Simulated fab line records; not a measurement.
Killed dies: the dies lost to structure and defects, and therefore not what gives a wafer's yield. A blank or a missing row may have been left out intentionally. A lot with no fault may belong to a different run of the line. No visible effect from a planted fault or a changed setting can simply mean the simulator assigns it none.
fab line records    flow sky130
[record] lots = 5  wafers = 15  lastDay = 50
route steps=708 shown FIELD_ISO@19 NWELL@32 DNWELL@35 PWDE@45 SALICIDE@361 PAD_OPEN@708
lots untouched by any fault: they come from a run of this same line in which no faults occurred
startH: the number of hours between the record's first day and the start of the first shown wafer of the lot    waitH: time in hours since the lot's previous step    " as in the row above    L1.1+2: a row that stands for several wafers    - no value present, or no start provided    * or withheld: withheld    < > ~ a bound
route shown NAME@n: NAME is a module with steps in the file, n the number in the route of the first one    usual: mean and standard deviation over wafers with no fault    same: alike in all rows    chamber/n: place in a boat    sites: each site's reading    _std_site: standard deviation of those values    _edge_site: inner sites' mean taken away from outer sites' mean    radiusMm: how far each site lies from the wafer's centre    mask NAME#n: copy n    behind: the most recent tool/chamber to have shaped the wafer    hold: why the lot was held/for how many hours/how that ended    device: the transistor (n, p or np) that didn't switch    end of line: tests of these same wafers at the route's end    a step given without rows: its recipe and nothing more    killed: not the wafer's yield, but the dies lost to structure and defects at the first sort    map: the dies of a wafer, with x for killed, . for not killed, _ for no die there
set.NAME: the setting the step ran with; set.NAME@STEP: the setting that earlier step ran with    model.NAME: the simulator's own value behind a step, which no gauge read
certain route steps with their lots: each step a table, each wafer a row
services: when a tool's chamber went out of use (startH, in hours from the record's first day, below 0 if earlier), for how many hours, and the reason
[[steps]]
[step SKY_FIELD_ISO_WET_ETCH_18]
[recipe] chemistry = H3PO4  targetDepthNm = 25  tempC = 160  target = Si3N4  timeS = 286
[step SKY_FIELD_ISO_CLEAN_19]
[recipe] chemistry = SC1/SC2  mix = 1:4:20  tempC = 70  timeS = 150
[step SKY_FIELD_ISO_CLEAN_20]
[recipe] chemistry = dHF  timeS = 20  dilution = 100:1
[step SKY_FIELD_ISO_WET_ETCH_21]
[recipe] chemistry = dHF  dilution = 100:1  targetDepthNm = 20  dry = ipaMarangoni  target = SiO2  tempC = 25  timeS = 400
[step SKY_FIELD_ISO_OXIDATION_22]
[recipe] tempC = 950  ambient = O2  stabiliseS = 600  purgeS = 300  targetThkA = 100  oxTimeS = 623
[step SKY_FIELD_ISO_THK_MEAS_23]
[recipe] reads = SiO2_of_FIELD_ISO_OXIDATION_22
[usual] FIELD_ISO_OXIDATION_01_THK = 9.97/0.2
lot.wafer  tool          chamber  startH  waitH  FIELD_ISO_OXIDATION_01_THK[nm]
L567.1     filmMetro-02  -        46.26   0.0    9.97
L567.5     "             -        "       "      10.08
L567.6     "             -        "       "      10.04
L568.2     filmMetro-01  -        47.44   0.0    10.10
L568.3     "             -        "       "      9.89
L568.4     "             -        "       "      9.94
L570.1     filmMetro-02  -        47.80   0.0    9.68
L570.2     "             -        "       "      9.71
L570.4     "             -        "       "      9.63
L582.2     filmMetro-02  -        111.65  0.0    10.27
L582.5     "             -        "       "      10.18
L582.6     "             -        "       "      10.16
L588.1     filmMetro-01  -        139.31  0.0    9.61
L588.3     "             -        "       "      9.60
L588.5     "             -        "       "      9.57
[step SKY_FIELD_ISO_CVD_24]
[recipe] material = SiO2  targetThkNm = 595  tempC = 650  sigmaOpenFrac = 0.3  timeS = 99.2  sih4FlowSccm = 60  pressureMtorr = 6
[step SKY_FIELD_ISO_THK_MEAS_25]
[recipe] reads = SiO2_of_FIELD_ISO_CVD_24
[usual] FIELD_ISO_CVD_24_THK = 595/8
lot.wafer  tool          chamber  startH  waitH  FIELD_ISO_CVD_24_THK[nm]
L567.1     filmMetro-02  -        46.39   0.0    598
L567.5     "             -        "       "      596
L567.6     "             -        "       "      598
L568.2     filmMetro-01  -        47.64   0.0    601
L568.3     "             -        "       "      600
L568.4     "             -        "       "      595
L570.1     filmMetro-01  -        47.94   0.0    597
L570.2     "             -        "       "      588
L570.4     "             -        "       "      589
L582.2     filmMetro-01  -        111.78  0.0    605
L582.5     "             -        "       "      583
L582.6     "             -        "       "      591
L588.1     filmMetro-02  -        139.44  0.0    586
L588.3     "             -        "       "      599
L588.5     "             -        "       "      598
[step SKY_FIELD_ISO_ANNEAL_26]
[recipe] tempC = 1000  timeS = 1800  ambient = N2
[step SKY_FIELD_ISO_CMP_27]
[recipe] stopOn = Si3N4  tOverpolishS = 16  downForcePsi = 4  platenRpm = 60  targetThkNm = 457.8  padVelocityMS = 0.94248
[usual] motorCurrentA = 12.5/1.2  overpolishRunS = 15.999/0.0089  slurryFlowMlMin = 150.1/0.47  timeToEndpointS = 108/4.9
lot.wafer  tool    chamber  startH  waitH  motorCurrentA  overpolishRunS  slurryFlowMlMin  timeToEndpointS
L567.1     cmp-01  2        48.98   0.1    11.5           16.012          149.5            110
L567.6     "       1        "       "      14.4           15.984          150.1            108
L567.5     "       2        "       "      11.4           15.992          150.1            109
L568.4     cmp-01  1        49.35   0.1    13.8           15.982          149.1            108
L568.3     "       2        "       "      11.6           15.988          149.6            109
L568.2     "       3        "       "      12.0           15.984          149.8            110
L570.4     cmp-01  1        50.43   0.0    13.7           15.998          149.2            104
L570.2     "       3        "       "      11.6           15.990          151.2            102
L570.1     "       0        "       "      14.0           16.006          150.2            110
L582.2     cmp-01  3        115.17  0.0    11.8           16.006          149.6            110
L582.6     "       3        "       "      12.1           16.000          149.9            107
L582.5     "       0        "       "      13.6           15.997          151.5            108
L588.1     cmp-02  1        141.00  0.0    12.4           15.993          149.8            114
L588.3     "       0        "       "      12.6           15.986          150.1            116
L588.5     "       1        "       "      12.3           16.000          149.7            118
[step SKY_FIELD_ISO_WET_ETCH_28]
[recipe] chemistry = dHF  targetDepthNm = 23.7  target = SiO2  dilution = 10:1  tempC = 25  timeS = 47
[step SKY_FIELD_ISO_WET_ETCH_29]
[recipe] chemistry = H3PO4  targetDepthNm = 160  target = Si3N4  tempC = 160  timeS = 1825
[step SKY_FIELD_ISO_WET_ETCH_30]
[recipe] chemistry = dHF  targetDepthNm = 25  target = SiO2  dilution = 10:1  tempC = 25  timeS = 50
[usual] bathHeatDutyPct = 6.0/0.59  tempC = 25.00/0.12
lot.wafer  tool         chamber  startH  waitH  bathHeatDutyPct  tempC  model.SiO2_of_FIELD_ISO_CVD_24.thkNm
L567.1     wetBench-03  0        49.77   0.0    5.7              24.88  403.7
L567.5     "            0        "       "      5.9              24.98  405
L567.6     "            0        "       "      4.9              24.98  403.7
L568.2     wetBench-01  0        50.14   0.0    6.4              25.14  403.6
L568.3     "            0        "       "      7.0              25.17  404.4
L568.4     "            0        "       "      5.6              25.03  404.3
L570.1     wetBench-01  1        51.27   0.0    0                13.80  413.9
L570.2     "            1        "       "      0                13.82  415.4
L570.4     "            1        "       "      0                13.91  413.3
L582.2     wetBench-02  1        116.03  0.0    6.2              24.98  404.3
L582.5     "            1        "       "      6.2              24.95  405.2
L582.6     "            1        "       "      7.1              24.92  403.9
L588.1     wetBench-02  2        142.36  0.0    5.4              25.06  405.2
L588.3     "            2        "       "      5.8              24.84  406.7
L588.5     "            2        "       "      5.5              25.14  404.7
[step SKY_NWELL_CLEAN_00]
[recipe] chemistry = SC1/SC2  mix = 1:4:20  tempC = 70  timeS = 150  dry = n2Spin
[step SKY_NWELL_OXIDATION_01]
[recipe] tempC = 900  ambient = O2  stabiliseS = 600  purgeS = 300  targetThkA = 100  oxTimeS = 1418
[step SKY_NWELL_THK_MEAS_02]
[recipe] reads = SiO2_of_NWELL_OXIDATION_01
[usual] NWELL_OXIDATION_THK = 9.94/0.16
lot.wafer  tool          chamber  startH  waitH  NWELL_OXIDATION_THK[nm]
L567.1     filmMetro-01  -        53.07   0.0    9.94
L567.5     "             -        "       "      10.08
L567.6     "             -        "       "      10.05
L570.1     filmMetro-01  -        53.13   0.1    9.58
L570.2     "             -        "       "      9.75
L570.4     "             -        "       "      9.69
L568.2     filmMetro-03  -        53.14   0.1    10.00
L568.3     "             -        "       "      10.00
L568.4     "             -        "       "      10.04
L582.2     filmMetro-04  -        118.61  0.0    9.88
L582.5     "             -        "       "      9.82
L582.6     "             -        "       "      9.73
L588.1     filmMetro-01  -        143.91  0.0    9.99
L588.3     "             -        "       "      10.02
L588.5     "             -        "       "      9.91
[step SKY_DNWELL_DEHYDRATE_00]
[recipe] tempC = 200  timeS = 60
[step SKY_DNWELL_HMDS_01]
[recipe] primeTimeS = 60  primeTempC = 120
[step SKY_DNWELL_COAT_02]
[recipe] spinRpm = 2000  resistThkNm = 3000
[step SKY_DNWELL_SOFTBAKE_03]
[recipe] tempC = 110  timeS = withheld
[step SKY_DNWELL_EXPOSE_04]
[recipe] maskId = DNM  na = 0.57  targetCdNm = 3000  doseMj = 222
[step SKY_DNWELL_PEB_05]
[recipe] tempC = 115  timeS = withheld
[step SKY_DNWELL_DEVELOP_06]
[recipe] wallAngleDeg = 90  developer = TMAH  developTimeS = 60  devTempC = 23
[step SKY_DNWELL_IMPLANT_07]
[recipe] species = P  energyKev = withheld  doseCm2 = withheld  tiltDeg = withheld
[step SKY_DNWELL_STRIP_08]
[recipe] chemistry = O2/N2  powerW = 1400  pressureMtorr = 1500  platenTempC = withheld  o2FlowSccm = 3000  n2FlowSccm = 300  overashFraction = 0.5
[usual] drypumpMotorCurrentA = 5.8/0.51  oesProductAu = 0.722/0.0043  stripTimeToEndpointS = 36.97/0.11
[same] overashFraction = 0.5
lot.wafer  tool            chamber  startH  waitH  drypumpMotorCurrentA  oesProductAu  rfHoursCounterH  stripTimeToEndpointS
L567.1     plasmaAsher-02  1        68.28   0.1    5.6                   0.710         38               36.96
L567.5     "               1        "       "      5.6                   0.726         -                37.00
L567.6     "               0        "       "      4.9                   0.728         -                36.98
L568.2     plasmaAsher-01  0        69.27   0.1    6.6                   0.721         38               36.96
L568.3     "               1        "       "      5.5                   0.715         -                36.98
L568.4     "               0        "       "      6.6                   0.714         -                37.07
L570.1     plasmaAsher-02  0        69.28   0.1    4.9                   0.717         38               37.00
L570.2     "               1        "       "      5.6                   0.723         38               37.12
L570.4     "               0        "       "      4.9                   0.728         -                36.96
L582.2     plasmaAsher-02  0        137.07  0.1    4.9                   0.716         44               36.92
L582.5     "               1        "       "      5.5                   0.718         -                36.86
L582.6     "               0        "       "      4.9                   0.722         -                36.81
L588.1     plasmaAsher-04  0        164.30  0.1    5.8                   0.721         48               37.11
L588.3     "               1        "       "      6.1                   0.724         -                37.06
L588.5     "               0        "       "      5.8                   0.725         -                37.18
[step SKY_DNWELL_TW_MEAS_09]
[usual] DNWELL_TW = 1119/9.4
lot.wafer  tool          chamber  startH  waitH  DNWELL_TW
L567.1     filmMetro-01  -        68.38   0.1    1138
L567.5     "             -        "       "      1138
L567.6     "             -        "       "      1135
L568.2     filmMetro-04  -        69.38   0.1    1118
L568.3     "             -        "       "      1122
L568.4     "             -        "       "      1117
L570.1     filmMetro-03  -        69.38   0.1    1122
L570.2     "             -        "       "      1118
L570.4     "             -        "       "      1129
L582.2     filmMetro-03  -        137.18  0.1    1118
L582.5     "             -        "       "      1121
L582.6     "             -        "       "      1119
L588.1     filmMetro-03  -        164.40  0.1    1117
L588.3     "             -        "       "      1119
L588.5     "             -        "       "      1122
[step SKY_PWDE_DEHYDRATE_00]
[recipe] tempC = 200  timeS = 60
[step SKY_PWDE_HMDS_01]
[recipe] primeTimeS = 60  primeTempC = 120
[step SKY_PWDE_COAT_02]
[recipe] spinRpm = 2000  resistThkNm = 3022
[step SKY_PWDE_SOFTBAKE_03]
[recipe] tempC = 110  timeS = withheld
[step SKY_PWDE_EXPOSE_04]
[recipe] maskId = PWDEM  na = 0.6  sourceShape = conventional  sigmaOuter = 0.6  polarization = unpolarized  targetCdNm = 840  doseMj = 214
[step SKY_PWDE_PEB_05]
[recipe] tempC = 115  timeS = withheld
[step SKY_PWDE_DEVELOP_06]
[recipe] wallAngleDeg = 90  developer = TMAH  developTimeS = 60  devTempC = 23
[step SKY_PWDE_OVL_MEAS_07]
[usual] PWDE_OVL = 0.0/1.4
lot.wafer  tool        chamber  startH  waitH  PWDE_OVL[nm]
L567.1     overlay-02  -        84.37   -      -0.8
L567.5     "           -        "       "      -3.1
L567.6     "           -        "       "      0.0
L568.2     overlay-02  -        85.33   -      0.5
L568.3     "           -        "       "      -2.8
L568.4     "           -        "       "      -1.5
L570.1     overlay-01  -        85.67   -      1.5
L570.2     "           -        "       "      2.0
L570.4     "           -        "       "      0.6
L582.2     overlay-01  -        156.92  -      1.7
L582.5     "           -        "       "      -0.4
L582.6     "           -        "       "      1.6
L588.1     overlay-01  -        185.00  -      1.9
L588.3     "           -        "       "      0.1
L588.5     "           -        "       "      -3.1
[step SKY_PWDE_IMPLANT_08]
[recipe] species = B  energyKev = 150  doseCm2 = 3.6e+12  tiltDeg = withheld
[step SKY_PWDE_STRIP_09]
[recipe] chemistry = O2/N2  powerW = 1400  pressureMtorr = 1500  platenTempC = withheld  o2FlowSccm = 3000  n2FlowSccm = 300  overashFraction = 0.5
[usual] drypumpMotorCurrentA = 5.9/0.46  oesProductAu = 0.723/0.0046  stripTimeToEndpointS = 37.22/0.091
[same] overashFraction = 0.5
lot.wafer  tool            chamber  startH  waitH  drypumpMotorCurrentA  oesProductAu  rfHoursCounterH  stripTimeToEndpointS
L567.1     plasmaAsher-01  1        84.56   0.1    5.5                   0.726         40               37.08
L567.5     "               0        "       "      6.6                   0.720         -                37.19
L567.6     "               1        "       "      5.4                   0.718         -                37.13
L568.2     plasmaAsher-01  1        85.51   0.1    5.5                   0.722         40               37.35
L568.3     "               1        "       "      5.5                   0.723         -                37.42
L568.4     "               0        "       "      6.6                   0.721         -                37.22
L570.1     plasmaAsher-04  0        85.86   0.1    5.8                   0.728         40               37.18
L570.2     "               1        "       "      6.1                   0.724         40               37.16
L570.4     "               0        "       "      5.8                   0.723         -                37.15
L582.2     plasmaAsher-04  1        157.10  0.1    6.1                   0.717         48               37.23
L582.5     "               0        "       "      5.8                   0.724         -                37.18
L582.6     "               1        "       "      6.1                   0.720         -                37.05
L588.1     plasmaAsher-04  0        185.18  0.1    5.8                   0.732         50               37.28
L588.3     "               1        "       "      6.1                   0.721         -                37.14
L588.5     "               1        "       "      6.1                   0.720         -                37.30
[step SKY_PWDE_TW_MEAS_10]
[usual] PWDE_TW = 374.8/2.8
lot.wafer  tool          chamber  startH  waitH  PWDE_TW
L567.1     filmMetro-03  -        84.66   0.1    378.6
L567.5     "             -        "       "      375.4
L567.6     "             -        "       "      378.1
L568.2     filmMetro-04  -        85.62   0.1    372.8
L568.3     "             -        "       "      373.6
L568.4     "             -        "       "      373.0
L570.1     filmMetro-03  -        85.96   0.1    378.5
L570.2     "             -        "       "      374.5
L570.4     "             -        "       "      377.8
L582.2     filmMetro-04  -        157.21  0.1    371.7
L582.5     "             -        "       "      373.1
L582.6     "             -        "       "      371.6
L588.1     filmMetro-03  -        185.28  0.1    379.1
L588.3     "             -        "       "      377.2
L588.5     "             -        "       "      377.8
[step SKY_NWELL_DEHYDRATE_03]
[recipe] tempC = 200  timeS = 60
[step SKY_NWELL_HMDS_04]
[recipe] primeTimeS = 60  primeTempC = 120
[step SKY_NWELL_COAT_05]
[recipe] spinRpm = 2000  resistThkNm = 3000
[step SKY_NWELL_SOFTBAKE_06]
[recipe] tempC = 110  timeS = withheld
[step SKY_NWELL_EXPOSE_07]
[recipe] maskId = NWM  na = 0.6  sourceShape = conventional  sigmaOuter = 0.6  polarization = unpolarized  targetCdNm = 840  doseMj = 255
[step SKY_SALICIDE_CLEAN_00]
[recipe] chemistry = HF-last  timeS = 30  dilution = 100:1  dry = ipaMarangoni
lot.wafer  tool         chamber  startH  waitH  model.SiO2_of_FIELD_ISO_CVD_24.thkNm
L568.2     wetBench-02  2        671.26  0.1    357.8
L568.3     "            2        "       "      358.7
L568.4     "            2        "       "      358.5
L567.1     wetBench-03  0        672.97  0.1    358
L567.5     "            0        "       "      359.3
L567.6     "            0        "       "      357.9
L570.1     wetBench-03  3        673.60  0.1    368.4
L570.2     "            3        "       "      369.9
L570.4     "            3        "       "      367.7
L582.2     wetBench-02  2        771.12  0.1    359
L582.5     "            2        "       "      360
L582.6     "            2        "       "      358.6
L588.1     wetBench-03  0        822.30  0.1    359.4
L588.3     "            0        "       "      360.8
L588.5     "            0        "       "      358.8
[step SKY_PAD_OPEN_PROBE_99]
[usual] killed_at_M0_to_M3 = 44/6.9  killed_at_M4_up = 3.3/2  killedAtContacts = 25/5.4  killedAtFrontEnd = 16/4.6  killedAtOther = 0.2/0.51  killedDies = 88/8.9  killedOpen = 48/6.8  killedShort = 39/5.8
[same] grossDies = 492  killedAtBackSide = 0
lot.wafer  tool       chamber  startH   waitH  killed_at_M0_to_M3  killed_at_M4_up  killedAtContacts  killedAtFrontEnd  killedAtOther  killedDies  killedOpen  killedShort  model.etest.capLiToPoly.cAfUm2  model.etest.sramNfetPass.offLog10AUm
L568.2     prober-01  -        1094.51  0.1    51                  4                25                12                0              92          53          39           91.27                           -12.57
L568.3     prober-01  -        1094.56  0.2    34                  5                25                18                0              82          36          45           93.16                           -12.79
L568.4     prober-01  -        1094.61  0.2    44                  5                27                12                1              89          50          39           89.06                           -12.53
L567.1     prober-02  -        1094.71  0.1    43                  4                25                9                 0              81          49          31           94.17                           -12.78
L567.5     prober-02  -        1094.91  0.2    46                  4                21                17                0              88          50          38           94.24                           -13
L567.6     prober-02  -        1094.96  0.2    42                  7                27                13                0              89          46          42           91.26                           -12.84
L570.1     prober-01  -        1095.96  0.1    39                  4                27                19                1              90          43          47           93.25                           -12.91
L570.2     prober-01  -        1096.01  0.1    42                  5                23                15                0              85          41          44           96.34                           -13.07
L570.4     prober-01  -        1096.11  0.2    43                  1                28                16                0              88          42          46           94.23                           -12.84
L582.2     prober-01  -        1163.44  0.1    41                  3                30                23                0              97          57          40           91.18                           -12.73
L582.5     prober-01  -        1163.59  0.2    42                  5                25                13                0              85          50          35           91.8                            -12.58
L582.6     prober-01  -        1163.64  0.2    54                  4                24                14                0              96          45          51           97.2                            -12.64
L588.1     prober-01  -        1198.28  0.1    47                  7                12                22                0              88          43          44           93.81                           -12.73
L588.3     prober-01  -        1198.38  0.2    50                  1                17                11                0              79          45          34           93.89                           -12.77
L588.5     prober-01  -        1198.48  0.2    62                  1                26                9                 0              98          53          45           89.13                           -12.77
// killed by level:class
L568.2 CONTACT:geometricParticle:open=15 VIA1:geometricParticle:open=11 VIA2:geometricParticle:open=9 METAL3:geometricParticle:short=7 VIA1:geometricParticle:short=5 LI_CONTACT:geometricParticle:open=4 METAL1:geometricParticle:short=4 VIA2:geometricParticle:short=4
L568.3 VIA1:geometricParticle:open=11 POLY_GATE:geometricParticle:short=10 CONTACT:geometricParticle:short=8 METAL1:geometricParticle:short=5 LOCAL_INTERCONNECT:geometricParticle:open=4 CONTACT:geometricParticle:open=4 VIA1:geometricParticle:short=4 FIELD_ISO:geometricParticle:short=3
L568.4 VIA1:geometricParticle:open=13 CONTACT:geometricParticle:open=10 LI_CONTACT:geometricParticle:open=8 VIA1:geometricParticle:short=8 VIA2:geometricParticle:open=6 METAL1:geometricParticle:short=4 VIA2:geometricParticle:short=4 VIA3:geometricParticle:open=4
L567.1 VIA1:geometricParticle:open=14 CONTACT:geometricParticle:open=11 METAL2:geometricParticle:short=6 FIELD_ISO:geometricParticle:open=5 VIA1:geometricParticle:short=5 LI_CONTACT:geometricParticle:open=4 LOCAL_INTERCONNECT:geometricParticle:short=4 VIA2:geometricParticle:open=4
L567.5 VIA1:geometricParticle:open=10 METAL1:geometricParticle:short=8 LI_CONTACT:geometricParticle:open=8 VIA3:geometricParticle:open=7 CONTACT:geometricParticle:open=6 FIELD_ISO:geometricParticle:short=5 FIELD_ISO:geometricParticle:open=4 VIA1:geometricParticle:short=4
L567.6 CONTACT:geometricParticle:open=11 VIA1:geometricParticle:open=11 METAL2:geometricParticle:short=9 FIELD_ISO:geometricParticle:open=6 VIA3:geometricParticle:short=5 METAL4:geometricParticle:short=5 POLY_GATE:geometricParticle:short=4 LI_CONTACT:geometricParticle:open=4
L570.1 LOCAL_INTERCONNECT:geometricParticle:short=8 CONTACT:geometricParticle:short=8 METAL2:geometricParticle:short=8 FIELD_ISO:geometricParticle:open=6 LI_CONTACT:geometricParticle:open=6 VIA2:geometricParticle:open=5 POLY_GATE:geometricParticle:open=4 POLY_GATE:geometricParticle:short=4
L570.2 METAL2:geometricParticle:short=10 FIELD_ISO:geometricParticle:open=7 LI_CONTACT:geometricParticle:open=7 CONTACT:geometricParticle:short=6 VIA1:geometricParticle:open=6 VIA3:geometricParticle:short=6 CONTACT:geometricParticle:open=5 METAL1:geometricParticle:short=4
L570.4 LI_CONTACT:geometricParticle:open=9 VIA2:geometricParticle:open=9 VIA1:geometricParticle:short=8 CONTACT:geometricParticle:open=8 VIA1:geometricParticle:open=7 POLY_GATE:geometricParticle:short=6 METAL2:geometricParticle:short=6 METAL3:geometricParticle:short=6
L582.2 VIA1:geometricParticle:open=14 CONTACT:geometricParticle:open=13 VIA3:geometricParticle:open=7 LI_CONTACT:geometricParticle:short=6 FIELD_ISO:geometricParticle:short=5 POLY_GATE:geometricParticle:open=5 LOCAL_INTERCONNECT:geometricParticle:short=5 FIELD_ISO:geometricParticle:open=4
L582.5 VIA1:geometricParticle:open=12 CONTACT:geometricParticle:open=10 LI_CONTACT:geometricParticle:open=7 VIA3:geometricParticle:open=7 VIA3:geometricParticle:short=6 FIELD_ISO:geometricParticle:short=5 METAL1:geometricParticle:short=5 FIELD_ISO:geometricParticle:open=4
L582.6 VIA1:geometricParticle:open=15 CONTACT:geometricParticle:short=8 METAL3:geometricParticle:short=7 VIA3:geometricParticle:open=6 LI_CONTACT:geometricParticle:open=6 VIA1:geometricParticle:short=6 VIA2:geometricParticle:short=6 VIA3:geometricParticle:short=6
L588.1 VIA1:geometricParticle:open=17 FIELD_ISO:geometricParticle:short=6 CONTACT:geometricParticle:open=6 VIA2:geometricParticle:open=6 FIELD_ISO:geometricParticle:open=5 POLY_GATE:geometricParticle:short=5 VIA1:geometricParticle:short=5 VIA2:geometricParticle:short=5
L588.3 VIA3:geometricParticle:open=10 VIA2:geometricParticle:open=8 VIA1:geometricParticle:open=8 LOCAL_INTERCONNECT:geometricParticle:short=5 METAL1:geometricParticle:short=5 LI_CONTACT:geometricParticle:open=4 CONTACT:geometricParticle:open=4 CONTACT:geometricParticle:short=4
L588.5 VIA1:geometricParticle:open=14 METAL2:geometricParticle:short=10 CONTACT:geometricParticle:open=8 LI_CONTACT:geometricParticle:open=8 VIA1:geometricParticle:short=8 VIA2:geometricParticle:open=7 VIA3:geometricParticle:open=7 CONTACT:geometricParticle:short=6
[[services]]
tool            chamber  startH  hours  kind
plasmaAsher-04  -        65.20   2.8    pm
cmp-01          -        75.04   4.0    repair
cmp-01          -        116.72  0.9    repair
cmp-01          -        119.73  2.8    repair
cmp-01          -        142.50  5.6    pm
cmp-01          -        166.57  1.1    repair
wetBench-02     -        174.80  2.5    repair
wetBench-03     -        190.14  2.3    repair
cmp-01          -        226.87  1.5    repair
wetBench-03     -        228.15  50.5   pm
cmp-01          -        232.00  4.0    pm
cmp-01          -        261.44  4.0    repair
plasmaAsher-04  -        321.85  14.6   pm
cmp-01          -        364.87  1.3    repair
wetBench-02     -        424.49  4.4    pm
wetBench-02     -        433.74  0.9    repair
cmp-01          -        477.84  0.9    repair
cmp-01          -        482.55  6.3    pm
cmp-01          -        511.50  5.2    pm
wetBench-02     -        515.21  3.2    repair
cmp-01          -        518.79  5.9    repair
cmp-01          -        540.02  0.5    repair
wetBench-03     -        548.74  2.2    repair
cmp-01          -        572.00  4.0    pm
[[key]]
[firstSign] step = SKY_FIELD_ISO_WET_ETCH_30  reading = tempC  direction = down  sigmas = 92  usual = *  struck = *
[effect] step = SKY_FIELD_ISO_WET_ETCH_30  reading = bathHeatDutyPct  direction = down  sigmas = 10  usual = 6.0  struck = 0
[modelEffect] step = SKY_FIELD_ISO_WET_ETCH_30  value = SiO2_of_FIELD_ISO_CVD_24.thkNm  without = 404.2  struck = 414.2
[modelEffect] step = SKY_SALICIDE_CLEAN_00  value = SiO2_of_FIELD_ISO_CVD_24.thkNm  without = 358.6  struck = 368.6
[modelEffect] step = SKY_PAD_OPEN_PROBE_99  value = etest.capLiToPoly.cAfUm2  without = 92.09  struck = 94.61
metAt SKY_FIELD_ISO_WET_ETCH_30
struckWafers L570.1,L570.2,L570.4
testerLeftOut L570
[fault] kind = processParameterDrift  tool = wetBench-01  chamber = 1  onsetH = 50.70  steps = SKY_FIELD_ISO_WET_ETCH_30  channel = tempC  offset = *  shape = step  endH = 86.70  actsIn = *  stated = *
// testerLeftOut: of these lots the tester's yield and bins aren't shown, on N5 and GAA mostly nor the transistor test; their killed dies are dies lost to structure and defects alone, not to doping, threshold or leakage, so they don't give the yield
